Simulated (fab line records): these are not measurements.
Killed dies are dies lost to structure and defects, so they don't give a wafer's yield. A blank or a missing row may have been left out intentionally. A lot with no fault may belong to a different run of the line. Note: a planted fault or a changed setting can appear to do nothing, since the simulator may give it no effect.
Struck lot and sound lot, side by side + flow sky130 + 17 out of 708 route steps
Sound: wafers L724.3, L724.5, L724.6. The struck wafers were L727.2, L727.3, L727.5. Last of all comes the cause.
Order at every step that has rows: each side's tool, ch and its chambers, its first start. Under that, the readings that differ: sound wafers + struck wafers + difference of the means + sigmas: that difference in standard deviations of wafers without a fault.
alike: same words and numbers on both sides, and readings whose means sit less than 2 such deviations apart. not compared: any withheld reading, any reading some wafer has no value for, any bound like >300 that may hide the same value, and any number with overlapping values for which the record gives no deviation.
The two part at a step that has a row with sigmas, a row that says differs or no value, or rows on one side only. Numbers that have no deviation but don't overlap get no sigmas and don't part them. A reading missing from all wafers of one side parts the sides only when that side holds two or more wafers.

SKY_LDD_P_OVL_MEAS_08:
  sound: overlay-02 at day 19 20:38; struck: overlay-02 at day 21 06:28
  alike: LDD_P_OVL
after that, 1 step had no rows for these wafers: SKY_LDD_P_IMPLANT_09.
SKY_LDD_P_STRIP_10: strips in O2/N2.
  sound on plasmaAsher-03 ch 0,1, day 19 20:51; struck on plasmaAsher-02 ch 0,1, day 21 06:38
  alike: drypumpMotorCurrentA, oesProductAu, stripTimeToEndpointS
  not compared: rfHoursCounterH
SKY_LDD_P_TW_MEAS_11:
  sound: filmMetro-04 at day 19 20:56; struck: filmMetro-03 at day 21 06:45
| reading  | sound       | struck      | difference | sigmas |
|----------|-------------|-------------|------------|--------|
| LDD_P_TW | 626 628 625 | 643 639 638 | +14        | +3     |
then, 7 steps without rows for these wafers: SKY_LDD_HVN_DEHYDRATE_00 (time 60 s); SKY_LDD_HVN_HMDS_01 (prime time 60 s); SKY_LDD_HVN_COAT_02 (resist thk 300 nm); SKY_LDD_HVN_SOFTBAKE_03 (time 60 s); SKY_LDD_HVN_EXPOSE_04 (exposes mask HVNTM, target cd 700 nm); SKY_LDD_HVN_PEB_05; SKY_LDD_HVN_DEVELOP_06 (develop time 60 s).
SKY_LDD_HVN_OVL_MEAS_07:
  sound: overlay-01 at day 21 02:53; struck: overlay-01 at day 22 13:11
  alike: LDD_HVN_OVL
SKY_LDD_HVN_IMPLANT_08:
  sound on implanter-03 ch 0, day 21 02:58; struck on implanter-03 ch 0, day 22 13:15
SKY_LDD_HVN_STRIP_09: strips in O2/N2.
  sound on plasmaAsher-04 ch 0,1, day 21 03:06; struck on plasmaAsher-04 ch 0,1, day 22 13:22
  alike: drypumpMotorCurrentA, oesProductAu, stripTimeToEndpointS
  not compared: rfHoursCounterH
SKY_LDD_HVN_TW_MEAS_10:
  sound: filmMetro-04 at day 21 03:11; struck: filmMetro-02 at day 22 13:29
  alike: LDD_HVN_TW
then, 1 step without rows for these wafers: SKY_LDD_HVP_DEHYDRATE_00 (time 60 s).
-- record jumps: 25 days separate the struck wafers' starts on either side; left off in module LDD_HVP, taken up again in module PAD_OPEN, whose first shown step is the route's number 708 --
SKY_PAD_OPEN_PROBE_99:
  sound: prober-01 at day 46 12:37; struck: prober-02 at day 47 12:10
| reading                                   | sound                | struck               | difference | sigmas |
|-------------------------------------------|----------------------|----------------------|------------|--------|
| killedAtContacts                          | 39 16 27             | 13 23 14             | -11        | -2     |
| model.etest.tip_n_5v.rsOhmSq              | 1372 1380 1390       | 1648 1640 1651       | +266       |        |
| model.etest.tip_n_5v.rsOhmSqRange         | 34.16 25.9 24.17     | 229.9 220.8 239.8    | +202.1     |        |
| model.etest.tip_n_5v.rsOhmSqRimLessCentre | -19.05 -4.052 -4.93  | -112.5 -107.8 -126.8 | -106.4     |        |
| model.etest.nfetG5v0d10v5.vtSatV (V)      | 0.7493 0.7658 0.7648 | 0.783 0.7805 0.7803  | +0.021     |        |
  alike: killed_at_M0_to_M3, killed_at_M4_up, killedAtFrontEnd, killedAtOther, killedDies, killedOnRim, killedOpen, killedShort
  not compared: model.etest.nfetG5v0d10v5.rOnOhmUm, model.etest.nfetG5v0d10v5.vtVRange

== WHERE THEY PART ==
At SKY_LDD_P_TW_MEAS_11 first; at SKY_PAD_OPEN_PROBE_99 last (within this record only).

WHY: what had been put in by the simulator
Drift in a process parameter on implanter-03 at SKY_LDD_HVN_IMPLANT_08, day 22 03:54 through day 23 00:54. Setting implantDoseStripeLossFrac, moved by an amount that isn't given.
